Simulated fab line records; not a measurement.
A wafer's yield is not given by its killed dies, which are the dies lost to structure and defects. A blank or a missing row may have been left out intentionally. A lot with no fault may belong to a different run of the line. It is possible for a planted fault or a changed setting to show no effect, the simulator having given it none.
fab line records	flow gf180mcu	part 1 of 2: steps 1 to 29 of 40
record: lots: 5	wafers: 15	lastDay: 34
route steps=602 shown MVPSD@89 VT_IMPLANT@90
lots untouched by any fault: they come from a run of this same line in which no faults occurred
startH: hours from the record's opening day to when the first of the lot's shown wafers began	waitH: hours since the lot's step before	" repeats the value in the row above	L1.1+2: a row that stands for several wafers	- value missing, or start not given	* or withheld: withheld	< > ~ a bound
route shown NAME@n: names a module that has steps shown in the file, with the first one's number in the route	usual: average and standard deviation across the fault-free wafers	same: alike in all rows	chamber/n: place in a boat	sites: each site's reading	_std_site: the standard deviation of these	_edge_site: outer sites' mean less inner sites'	radiusMm: how far each site lies from the wafer's centre	mask NAME#n: copy n	behind: tool/chamber where the wafer was last shaped	hold: why the lot was held/for how many hours/how that ended	device: the n, p or np transistor that did not switch	end of line: tests run on the same wafers once the route is complete	step lacking rows: just its recipe	killed: count of dies lost to structure and defects at first sort (not the wafer's yield)	map: a wafer's dies, x killed, . not, _ none there
set.NAME: the setting the step ran with; set.NAME@STEP: the setting that earlier step ran with	model.NAME: the simulator's own value behind a step, which no gauge read
a table for each step, a row for each wafer; lots at some steps of the route
services: from which hour (startH, from the record's first day; less than 0 if before it) a tool's chamber was out of use, for how many hours, and why
== steps ==
step: GF_MVPSD_TW_MEAS_11
usual: MVPSD_TW: 552/4.3
lot.wafer	tool	chamber	startH	waitH	MVPSD_TW
L079.2	filmMetro-01	-	128.32	0.1	553
L079.3	"	-	"	"	550
L079.4	"	-	"	"	553
L083.1	filmMetro-01	-	151.86	0.1	553
L083.2	"	-	"	"	553
L083.5	"	-	"	"	552
L092.2	filmMetro-01	-	207.94	0.1	555
L092.4	"	-	"	"	557
L092.6	"	-	"	"	556
L093.1	filmMetro-04	-	213.26	0.1	546
L093.4	"	-	"	"	543
L093.6	"	-	"	"	545
L095.4	filmMetro-01	-	224.17	0.1	558
L095.5	"	-	"	"	559
L095.6	"	-	"	"	561
step: GF_VT_IMPLANT_DEHYDRATE_00
recipe: tempC: 200	timeS: 60
lot.wafer	tool	chamber	startH	waitH
L079.2+3+4	lithoTrack-02	0	134.81	6.5
L083.1+2+5	lithoTrack-02	0	159.24	7.4
L092.2+4+6	lithoTrack-01	0	216.28	8.3
L093.1+4+6	lithoTrack-04	0	221.37	8.1
L095.4+5+6	lithoTrack-04	0	233.05	8.9
step: GF_VT_IMPLANT_HMDS_01
recipe: primeTimeS: 60	primeTempC: 120
lot.wafer	tool	chamber	startH	waitH
L079.2+3+4	lithoTrack-02	0	134.96	0.1
L083.1+2+5	lithoTrack-02	0	159.39	0.1
L092.2+4+6	lithoTrack-01	0	216.43	0.1
L093.1+4+6	lithoTrack-04	0	221.52	0.1
L095.4+5+6	lithoTrack-04	0	233.20	0.1
step: GF_VT_IMPLANT_COAT_02
recipe: resist: NOVOLAK	spinRpm: 3000	resistThkNm: 1000
usual: spinSpeedRpm: 2999.7/1.6
lot.wafer	tool	chamber	startH	waitH	spinSpeedRpm
L079.2	lithoTrack-02	0	135.11	0.1	3004.0
L079.3	"	0	"	"	2998.8
L079.4	"	0	"	"	2999.4
L083.1	lithoTrack-02	0	159.54	0.1	3000.3
L083.2	"	0	"	"	2998.7
L083.5	"	0	"	"	2999.8
L092.2	lithoTrack-01	0	216.58	0.1	3000.6
L092.4	"	0	"	"	3000.0
L092.6	"	0	"	"	2999.6
L093.1	lithoTrack-04	0	221.67	0.1	3001.1
L093.4	"	0	"	"	3001.6
L093.6	"	0	"	"	2999.1
L095.4	lithoTrack-04	0	233.35	0.1	3000.2
L095.5	"	0	"	"	2999.4
L095.6	"	0	"	"	2998.6
step: GF_VT_IMPLANT_SOFTBAKE_03
recipe: tempC: 90	timeS: 60	resist: NOVOLAK
lot.wafer	tool	chamber	startH	waitH
L079.2+3+4	lithoTrack-02	0	135.26	0.1
L083.1+2+5	lithoTrack-02	0	159.69	0.1
L092.2+4+6	lithoTrack-01	0	216.73	0.1
L093.1+4+6	lithoTrack-04	0	221.82	0.1
L095.4+5+6	lithoTrack-04	0	233.50	0.1
step: GF_VT_IMPLANT_EXPOSE_04
recipe: maskId: LVPWELL_LV_AREA	targetCdNm: 600	na: 0.6	sourceShape: conventional	sigmaOuter: 0.6	doseMj: 140
usual: exposureDoseMJCm2: 140.00/0.15	focusOffsetNm: 0.0/0.54
lot.wafer	tool	chamber	startH	waitH	mask	exposureDoseMJCm2	focusOffsetNm
L079.2	ilineStepper-02	0	-	-	LVPWELL_LV_AREA#0	140.01	-0.3
L079.3	"	0	"	"	LVPWELL_LV_AREA#0	140.14	0.3
L079.4	"	0	"	"	LVPWELL_LV_AREA#0	140.09	-0.4
L083.1	ilineStepper-02	0	-	-	LVPWELL_LV_AREA#0	140.04	0.2
L083.2	"	0	"	"	LVPWELL_LV_AREA#0	139.96	0.5
L083.5	"	0	"	"	LVPWELL_LV_AREA#0	140.06	0.0
L092.2	ilineStepper-02	0	-	-	LVPWELL_LV_AREA#0	140.06	0.5
L092.4	"	0	"	"	LVPWELL_LV_AREA#0	139.98	0.2
L092.6	"	0	"	"	LVPWELL_LV_AREA#0	139.94	0.3
L093.1	ilineStepper-01	0	-	-	LVPWELL_LV_AREA#0	139.71	0.4
L093.4	"	0	"	"	LVPWELL_LV_AREA#0	139.79	-0.3
L093.6	"	0	"	"	LVPWELL_LV_AREA#0	139.94	0.5
L095.4	ilineStepper-02	0	-	-	LVPWELL_LV_AREA#0	140.01	0.1
L095.5	"	0	"	"	LVPWELL_LV_AREA#0	140.25	0.0
L095.6	"	0	"	"	LVPWELL_LV_AREA#0	140.07	-0.1
step: GF_VT_IMPLANT_PEB_05
recipe: tempC: withheld	timeS: *	resist: NOVOLAK
lot.wafer	tool	chamber	startH	waitH
L079.2+3+4	lithoTrack-04	0	-	-
L083.1+2+5	lithoTrack-01	0	-	-
L092.2+4+6	lithoTrack-02	0	-	-
L093.1+4+6	lithoTrack-01	0	-	-
L095.4+5+6	lithoTrack-02	0	-	-
step: GF_VT_IMPLANT_DEVELOP_06
recipe: developTimeS: 60	devTempC: 23
lot.wafer	tool	chamber	startH	waitH
L079.2+3+4	lithoTrack-04	0	142.65	0.1
L083.1+2+5	lithoTrack-01	0	167.46	0.1
L092.2+4+6	lithoTrack-02	0	225.51	0.1
L093.1+4+6	lithoTrack-01	0	231.45	0.1
L095.4+5+6	lithoTrack-02	0	242.81	0.1
step: GF_VT_IMPLANT_OVL_MEAS_07
usual: VT_IMPLANT_OVL: 0.8/1.3
lot.wafer	tool	chamber	startH	waitH	VT_IMPLANT_OVL[nm]
L079.2	overlay-02	-	142.78	0.1	-0.5
L079.3	"	-	"	"	-0.7
L079.4	"	-	"	"	0.4
L083.1	overlay-02	-	167.61	0.1	0.0
L083.2	"	-	"	"	2.8
L083.5	"	-	"	"	0.8
L092.2	overlay-02	-	225.64	0.1	0.2
L092.4	"	-	"	"	-0.3
L092.6	"	-	"	"	-0.8
L093.1	overlay-02	-	231.60	0.1	1.6
L093.4	"	-	"	"	2.7
L093.6	"	-	"	"	3.3
L095.4	overlay-02	-	242.90	0.1	-2.1
L095.5	"	-	"	"	-0.8
L095.6	"	-	"	"	-0.2
step: GF_VT_IMPLANT_IMPLANT_08
recipe: species: BF2	energyKev: 20	doseCm2: 8.29e+12	tiltDeg: 7
usual: faradayCurrentUA: 46.8/0.83
lot.wafer	tool	chamber	startH	waitH	faradayCurrentUA
L079.2	implanter-03	0	142.83	0.0	46.4
L079.3	"	0	"	"	44.9
L079.4	"	0	"	"	45.2
L083.1	implanter-03	0	167.64	0.0	47.1
L083.2	"	0	"	"	45.7
L083.5	"	0	"	"	45.4
L092.2	implanter-04	0	225.70	0.0	46.5
L092.4	"	0	"	"	46.2
L092.6	"	0	"	"	45.4
L093.1	implanter-04	0	231.64	0.0	46.4
L093.4	"	0	"	"	45.8
L093.6	"	0	"	"	46.0
L095.4	implanter-02	0	243.00	0.1	48.9
L095.5	"	0	"	"	46.3
L095.6	"	0	"	"	46.0
step: GF_VT_IMPLANT_STRIP_09
recipe: chemistry: O2/N2	powerW: 1400	pressureMtorr: 1500	platenTempC: 250	o2FlowSccm: 3000	n2FlowSccm: 300	overashFraction: 0.5
usual: chamberPressureMTorr: 1499.8/1.3	drypumpMotorCurrentA: 6.09/0.21	heaterPowerW: 340/21	oesProductAu: 0.715/0.0046	stripTimeToEndpointS: 12.64/0.036
lot.wafer	tool	chamber	startH	waitH	chamberPressureMTorr	drypumpMotorCurrentA	heaterPowerW	oesProductAu	rfHoursCounterH	stripTimeToEndpointS
L079.2	plasmaAsher-03	1	142.96	0.1	1498.5	6.37	396	0.712	2	12.65
L079.3	"	1	"	"	1497.1	6.37	382	0.717	-	12.64
L079.4	"	0	"	"	1500.0	5.77	335	0.712	-	12.59
L083.1	plasmaAsher-04	1	167.79	0.1	1501.2	6.21	321	0.709	53	12.62
L083.2	"	0	"	"	1500.3	5.85	349	0.714	53	12.61
L083.5	"	1	"	"	1501.4	6.23	316	0.716	-	12.58
L092.2	plasmaAsher-04	0	225.82	0.1	1501.0	5.84	346	0.711	59	12.68
L092.4	"	0	"	"	1499.1	5.82	353	0.716	-	12.70
L092.6	"	1	"	"	1498.3	6.20	318	0.713	-	12.69
L093.1	plasmaAsher-03	1	231.79	0.1	1499.5	6.34	380	0.712	13	12.64
L093.4	"	0	"	"	1499.4	5.75	334	0.712	-	12.65
L093.6	"	1	"	"	1499.2	6.36	383	0.705	-	12.65
L095.4	plasmaAsher-04	0	243.11	0.1	1499.6	5.85	349	0.719	-	12.70
L095.5	"	1	"	"	1502.0	6.21	312	0.714	-	12.67
L095.6	"	0	"	"	1498.6	5.85	336	0.716	-	12.69
step: GF_VT_IMPLANT_TW_MEAS_10
usual: VT_IMPLANT_TW: 563/6
lot.wafer	tool	chamber	startH	waitH	VT_IMPLANT_TW
L079.2	filmMetro-04	-	143.07	0.1	562
L079.3	"	-	"	"	562
L079.4	"	-	"	"	559
L083.1	filmMetro-02	-	167.89	0.1	568
L083.2	"	-	"	"	565
L083.5	"	-	"	"	566
L092.2	filmMetro-02	-	225.93	0.1	571
L092.4	"	-	"	"	570
L092.6	"	-	"	"	564
L093.1	filmMetro-02	-	231.89	0.1	568
L093.4	"	-	"	"	570
L093.6	"	-	"	"	569
L095.4	filmMetro-02	-	243.20	0.1	569
L095.5	"	-	"	"	568
L095.6	"	-	"	"	568
step: GF_VT_IMPLANT_DEHYDRATE_11
recipe: tempC: 200	timeS: 60
lot.wafer	tool	chamber	startH	waitH
L079.2+3+4	lithoTrack-04	0	150.20	7.1
L083.1+2+5	lithoTrack-04	0	176.02	8.1
L092.2+4+6	lithoTrack-02	0	234.66	8.7
L093.1+4+6	lithoTrack-02	0	240.74	8.8
L095.4+5+6	lithoTrack-04	0	251.85	8.6
step: GF_VT_IMPLANT_HMDS_12
recipe: primeTimeS: 60	primeTempC: 120
lot.wafer	tool	chamber	startH	waitH
L079.2+3+4	lithoTrack-04	0	150.35	0.1
L083.1+2+5	lithoTrack-04	0	176.17	0.1
L092.2+4+6	lithoTrack-02	0	234.81	0.1
L093.1+4+6	lithoTrack-02	0	240.89	0.1
L095.4+5+6	lithoTrack-04	0	252.00	0.1
step: GF_VT_IMPLANT_COAT_13
recipe: resist: NOVOLAK	spinRpm: 3000	resistThkNm: 1000
usual: spinSpeedRpm: 2999.8/1.9
lot.wafer	tool	chamber	startH	waitH	spinSpeedRpm
L079.2	lithoTrack-04	0	150.50	0.1	3000.6
L079.3	"	0	"	"	2998.2
L079.4	"	0	"	"	2998.4
L083.1	lithoTrack-04	0	176.32	0.1	2998.3
L083.2	"	0	"	"	3000.2
L083.5	"	0	"	"	2998.8
L092.2	lithoTrack-02	0	234.96	0.1	2998.2
L092.4	"	0	"	"	3001.0
L092.6	"	0	"	"	2999.2
L093.1	lithoTrack-02	0	241.04	0.1	2998.6
L093.4	"	0	"	"	2996.7
L093.6	"	0	"	"	2998.0
L095.4	lithoTrack-04	0	252.15	0.1	3000.4
L095.5	"	0	"	"	3000.2
L095.6	"	0	"	"	3000.8
step: GF_VT_IMPLANT_SOFTBAKE_14
recipe: tempC: 90	timeS: 60	resist: NOVOLAK
lot.wafer	tool	chamber	startH	waitH
L079.2+3+4	lithoTrack-04	0	150.65	0.1
L083.1+2+5	lithoTrack-04	0	176.47	0.1
L092.2+4+6	lithoTrack-02	0	235.11	0.1
L093.1+4+6	lithoTrack-02	0	241.19	0.1
L095.4+5+6	lithoTrack-04	0	252.30	0.1
step: GF_VT_IMPLANT_EXPOSE_15
recipe: maskId: Nwell_LV_AREA	targetCdNm: 860	na: 0.6	sourceShape: conventional	sigmaOuter: 0.6	doseMj: 140
usual: exposureDoseMJCm2: 140.06/0.15	focusOffsetNm: -0.1/0.51
lot.wafer	tool	chamber	startH	waitH	mask	exposureDoseMJCm2	focusOffsetNm
L079.2	ilineStepper-02	0	-	-	Nwell_LV_AREA#0	140.08	-0.4
L079.3	"	0	"	"	Nwell_LV_AREA#0	140.10	0.5
L079.4	"	0	"	"	Nwell_LV_AREA#0	140.30	0.5
L083.1	ilineStepper-01	0	-	-	Nwell_LV_AREA#0	140.02	0.0
L083.2	"	0	"	"	Nwell_LV_AREA#0	140.17	-0.1
L083.5	"	0	"	"	Nwell_LV_AREA#0	140.21	-0.5
L092.2	ilineStepper-02	0	-	-	Nwell_LV_AREA#0	140.04	-0.2
L092.4	"	0	"	"	Nwell_LV_AREA#0	139.91	0.4
L092.6	"	0	"	"	Nwell_LV_AREA#0	139.92	-0.4
L093.1	ilineStepper-01	0	-	-	Nwell_LV_AREA#0	140.20	0.5
L093.4	"	0	"	"	Nwell_LV_AREA#0	140.05	0.2
L093.6	"	0	"	"	Nwell_LV_AREA#0	140.21	0.1
L095.4	ilineStepper-01	0	-	-	Nwell_LV_AREA#0	139.79	-0.1
L095.5	"	0	"	"	Nwell_LV_AREA#0	140.07	0.1
L095.6	"	0	"	"	Nwell_LV_AREA#0	140.15	1.1
step: GF_VT_IMPLANT_PEB_16
recipe: tempC: withheld	timeS: *	resist: NOVOLAK
lot.wafer	tool	chamber	startH	waitH
L079.2+3+4	lithoTrack-01	0	-	-
L083.1+2+5	lithoTrack-01	0	-	-
L092.2+4+6	lithoTrack-02	0	-	-
L093.1+4+6	lithoTrack-02	0	-	-
L095.4+5+6	lithoTrack-02	0	-	-
step: GF_VT_IMPLANT_DEVELOP_17
recipe: developTimeS: 60	devTempC: 23
lot.wafer	tool	chamber	startH	waitH
L079.2+3+4	lithoTrack-01	0	158.78	0.1
L083.1+2+5	lithoTrack-01	0	184.66	0.1
L092.2+4+6	lithoTrack-02	0	243.76	0.1
L093.1+4+6	lithoTrack-02	0	250.14	0.1
L095.4+5+6	lithoTrack-02	0	261.31	0.1
step: GF_VT_IMPLANT_OVL_MEAS_18
usual: VT_IMPLANT_01_OVL: 0.8/1.7
lot.wafer	tool	chamber	startH	waitH	VT_IMPLANT_01_OVL[nm]
L079.2	overlay-01	-	158.91	0.1	1.2
L079.3	"	-	"	"	2.6
L079.4	"	-	"	"	0.8
L083.1	overlay-02	-	184.81	0.1	-2.6
L083.2	"	-	"	"	-0.6
L083.5	"	-	"	"	-2.9
L092.2	overlay-02	-	243.89	0.1	1.4
L092.4	"	-	"	"	1.1
L092.6	"	-	"	"	0.5
L093.1	overlay-02	-	250.29	0.1	0.2
L093.4	"	-	"	"	2.3
L093.6	"	-	"	"	-0.5
L095.4	overlay-01	-	261.40	0.1	0.7
L095.5	"	-	"	"	0.0
L095.6	"	-	"	"	1.2
step: GF_VT_IMPLANT_IMPLANT_19
recipe: species: As	energyKev: 100	doseCm2: 4.35e+12	tiltDeg: 7
usual: faradayCurrentUA: 24.6/0.47
lot.wafer	tool	chamber	startH	waitH	faradayCurrentUA
L079.2	implanter-02	0	158.97	0.0	24.0
L079.3	"	0	"	"	24.4
L079.4	"	0	"	"	24.7
L083.1	implanter-02	0	184.84	0.0	24.7
L083.2	"	0	"	"	24.4
L083.5	"	0	"	"	23.7
L092.2	implanter-04	0	243.95	0.0	24.1
L092.4	"	0	"	"	24.3
L092.6	"	0	"	"	24.9
L093.1	implanter-04	0	250.32	0.0	24.7
L093.4	"	0	"	"	24.5
L093.6	"	0	"	"	23.9
L095.4	implanter-04	0	261.50	0.1	23.9
L095.5	"	0	"	"	25.8
L095.6	"	0	"	"	23.8
step: GF_VT_IMPLANT_STRIP_20
recipe: chemistry: O2/N2	powerW: 1400	pressureMtorr: 1500	platenTempC: 250	o2FlowSccm: 3000	n2FlowSccm: 300	overashFraction: 0.5
usual: chamberPressureMTorr: 1500.1/1.4	drypumpMotorCurrentA: 6.10/0.2	heaterPowerW: 339/21	oesProductAu: 0.716/0.0047	stripTimeToEndpointS: 12.62/0.039
lot.wafer	tool	chamber	startH	waitH	chamberPressureMTorr	drypumpMotorCurrentA	heaterPowerW	oesProductAu	rfHoursCounterH	stripTimeToEndpointS
L079.2	plasmaAsher-03	0	159.09	0.1	1502.8	5.77	344	0.717	4	12.61
L079.3	"	0	"	"	1500.3	5.75	336	0.719	-	12.60
L079.4	"	1	"	"	1498.0	6.37	386	0.717	-	12.64
L083.1	plasmaAsher-02	1	184.99	0.1	1502.0	6.17	319	0.706	38	12.61
L083.2	"	0	"	"	1500.3	6.26	341	0.708	38	12.56
L083.5	"	0	"	"	1499.2	6.25	337	0.723	-	12.58
L092.2	plasmaAsher-02	1	244.07	0.1	1499.7	6.16	319	0.721	44	12.64
L092.4	"	0	"	"	1499.4	6.26	334	0.709	-	12.65
L092.6	"	1	"	"	1499.5	6.13	334	0.708	-	12.63
L093.1	plasmaAsher-04	0	250.47	0.1	1498.2	5.86	345	0.710	61	12.63
L093.4	"	0	"	"	1501.2	5.86	343	0.715	-	12.62
L093.6	"	0	"	"	1502.5	5.83	348	0.725	-	12.62
L095.4	plasmaAsher-02	0	261.60	0.1	1499.3	6.24	341	0.717	-	12.61
L095.5	"	0	"	"	1500.7	6.25	340	0.716	-	12.64
L095.6	"	1	"	"	1499.6	6.13	327	0.711	-	12.62
step: GF_VT_IMPLANT_TW_MEAS_21
usual: VT_IMPLANT_2_TW: 1211/13
lot.wafer	tool	chamber	startH	waitH	VT_IMPLANT_2_TW
L079.2	filmMetro-02	-	159.20	0.1	1223
L079.3	"	-	"	"	1224
L079.4	"	-	"	"	1223
L083.1	filmMetro-04	-	185.09	0.1	1199
L083.2	"	-	"	"	1195
L083.5	"	-	"	"	1196
L092.2	filmMetro-04	-	244.18	0.1	1202
L092.4	"	-	"	"	1199
L092.6	"	-	"	"	1195
L093.1	filmMetro-03	-	250.57	0.1	1223
L093.4	"	-	"	"	1224
L093.6	"	-	"	"	1213
L095.4	filmMetro-04	-	261.70	0.1	1204
L095.5	"	-	"	"	1197
L095.6	"	-	"	"	1198
step: GF_VT_IMPLANT_DEHYDRATE_22
recipe: tempC: 200	timeS: 60
lot.wafer	tool	chamber	startH	waitH
L079.2+3+4	lithoTrack-01	0	166.38	7.2
L083.1+2+5	lithoTrack-01	0	192.66	7.6
L092.2+4+6	lithoTrack-04	0	252.70	8.5
L093.1+4+6	lithoTrack-02	0	259.89	9.3
L095.4+5+6	lithoTrack-01	0	270.48	8.8
step: GF_VT_IMPLANT_HMDS_23
recipe: primeTimeS: 60	primeTempC: 120
lot.wafer	tool	chamber	startH	waitH
L079.2+3+4	lithoTrack-01	0	166.53	0.1
L083.1+2+5	lithoTrack-01	0	192.81	0.1
L092.2+4+6	lithoTrack-04	0	252.85	0.1
L093.1+4+6	lithoTrack-02	0	260.04	0.1
L095.4+5+6	lithoTrack-01	0	270.63	0.1
step: GF_VT_IMPLANT_COAT_24
recipe: resist: NOVOLAK	spinRpm: 3000	resistThkNm: 1000
usual: spinSpeedRpm: 2999.7/1.7
lot.wafer	tool	chamber	startH	waitH	spinSpeedRpm
L079.2	lithoTrack-01	0	166.68	0.1	2998.4
L079.3	"	0	"	"	3000.8
L079.4	"	0	"	"	2998.5
L083.1	lithoTrack-01	0	192.96	0.1	2999.1
L083.2	"	0	"	"	2998.1
L083.5	"	0	"	"	2998.7
L092.2	lithoTrack-04	0	253.00	0.1	2999.5
L092.4	"	0	"	"	3000.8
L092.6	"	0	"	"	3000.1
L093.1	lithoTrack-02	0	260.19	0.1	2998.6
L093.4	"	0	"	"	3000.6
L093.6	"	0	"	"	2999.8
L095.4	lithoTrack-01	0	270.78	0.1	3000.9
L095.5	"	0	"	"	3000.8
L095.6	"	0	"	"	3000.7
step: GF_VT_IMPLANT_SOFTBAKE_25
recipe: tempC: 90	timeS: 60	resist: NOVOLAK
lot.wafer	tool	chamber	startH	waitH
L079.2+3+4	lithoTrack-01	0	166.83	0.1
L083.1+2+5	lithoTrack-01	0	193.11	0.1
L092.2+4+6	lithoTrack-04	0	253.15	0.1
L093.1+4+6	lithoTrack-02	0	260.34	0.1
L095.4+5+6	lithoTrack-01	0	270.93	0.1
step: GF_VT_IMPLANT_EXPOSE_26
recipe: maskId: LVPWELL_HV_AREA	targetCdNm: 860	na: 0.6	sourceShape: conventional	sigmaOuter: 0.6	doseMj: 140
usual: exposureDoseMJCm2: 139.97/0.13	focusOffsetNm: 0.0/0.56
lot.wafer	tool	chamber	startH	waitH	mask	exposureDoseMJCm2	focusOffsetNm
L079.2	ilineStepper-02	0	-	-	LVPWELL_HV_AREA#0	139.75	0.9
L079.3	"	0	"	"	LVPWELL_HV_AREA#0	139.81	0.1
L079.4	"	0	"	"	LVPWELL_HV_AREA#0	139.75	0.4
L083.1	ilineStepper-01	0	-	-	LVPWELL_HV_AREA#0	140.22	0.5
L083.2	"	0	"	"	LVPWELL_HV_AREA#0	139.86	0.1
L083.5	"	0	"	"	LVPWELL_HV_AREA#0	139.94	0.7
L092.2	ilineStepper-01	0	-	-	LVPWELL_HV_AREA#0	140.05	0.4
L092.4	"	0	"	"	LVPWELL_HV_AREA#0	140.05	-0.1
L092.6	"	0	"	"	LVPWELL_HV_AREA#0	140.07	-0.4
L093.1	ilineStepper-02	0	-	-	LVPWELL_HV_AREA#0	139.86	0.3
L093.4	"	0	"	"	LVPWELL_HV_AREA#0	139.91	-0.1
L093.6	"	0	"	"	LVPWELL_HV_AREA#0	140.05	0.0
L095.4	ilineStepper-01	0	-	-	LVPWELL_HV_AREA#0	140.17	-0.3
L095.5	"	0	"	"	LVPWELL_HV_AREA#0	140.13	-0.2
L095.6	"	0	"	"	LVPWELL_HV_AREA#0	140.12	-0.4
step: GF_VT_IMPLANT_PEB_27
recipe: tempC: withheld	timeS: *	resist: NOVOLAK
lot.wafer	tool	chamber	startH	waitH
L079.2+3+4	lithoTrack-02	0	-	-
L083.1+2+5	lithoTrack-04	0	-	-
L092.2+4+6	lithoTrack-02	0	-	-
L093.1+4+6	lithoTrack-01	0	-	-
L095.4+5+6	lithoTrack-04	0	-	-
